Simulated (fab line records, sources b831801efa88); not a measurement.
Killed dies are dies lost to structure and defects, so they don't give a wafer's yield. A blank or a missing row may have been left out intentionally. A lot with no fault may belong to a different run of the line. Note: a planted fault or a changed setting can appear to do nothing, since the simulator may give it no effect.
Matching of chambers ; flow gf180mcu ; GF_V5_CMP_04 on cmp-01: 4 sister chambers
The step polishes SiO2. 8 wafers are shown with their chamber, then 9 later ones without.

WAFERS PAIRED WITH THEIR CHAMBERS
wafer;chamber;motor_current_A (A);head_pressure_psi (psi)
L466.2;1;12.7;4.010
L467.6;0;12.5;4.006
L468.2;1;12.0;3.988
L468.5;3;11.9;4.004
L468.6;2;12.6;4.001
L469.2;0;11.9;4.007
L469.4;3;12.6;4.000
L469.5;2;12.3;4.002

WAFERS WITHOUT THEIR CHAMBER
wafer;motor_current_A (A);head_pressure_psi (psi)
L470.2;11.9;3.996
L470.4;11.6;4.012
L470.5;12.3;4.006
L473.1;12.7;4.001
L473.3;12.1;3.995
L473.4;11.8;3.994
L483.3;12.1;4.006
L483.5;13.2;3.992
L483.6;12.2;3.983

CHAMBER TAKEN BY EACH
wafer;from the rows above;in truth
L470.2;can't be placed: 3 or 1 or 2 or 0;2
L470.4;can't be placed: 0 or 3 or 2 or 1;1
L470.5;can't be placed: 0 or 3 or 2 or 1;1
L473.1;can't be placed: 2 or 1 or 3 or 0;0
L473.3;can't be placed: 1 or 3 or 2 or 0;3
L473.4;can't be placed: 1 or 3 or 2 or 0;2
L483.3;can't be placed: 0 or 3 or 2 or 1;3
L483.5;can't be placed: 2 or 1 or 3 or 0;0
L483.6;can't be placed: 1 or 3 or 2 or 0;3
Correctly placed: 0 of 9. Not placeable from these rows: 9 (in 9, the candidates include the true chamber). 0 placed wrongly.
How it was worked out, from the rows above alone: a wafer's distance from a chamber is the root of the sum, over the readings, of the square of ((its reading less the chamber's mean) divided by the reading's scatter). The wafer belongs to the nearest chamber; if the next one is less than 2 further off, it can't be placed. A chamber's mean is the mean of its shown wafers. The scatter: take each reading less its chamber's mean, square it, sum over the shown wafers, divide by the number of wafers less the number of chambers, and take the root.
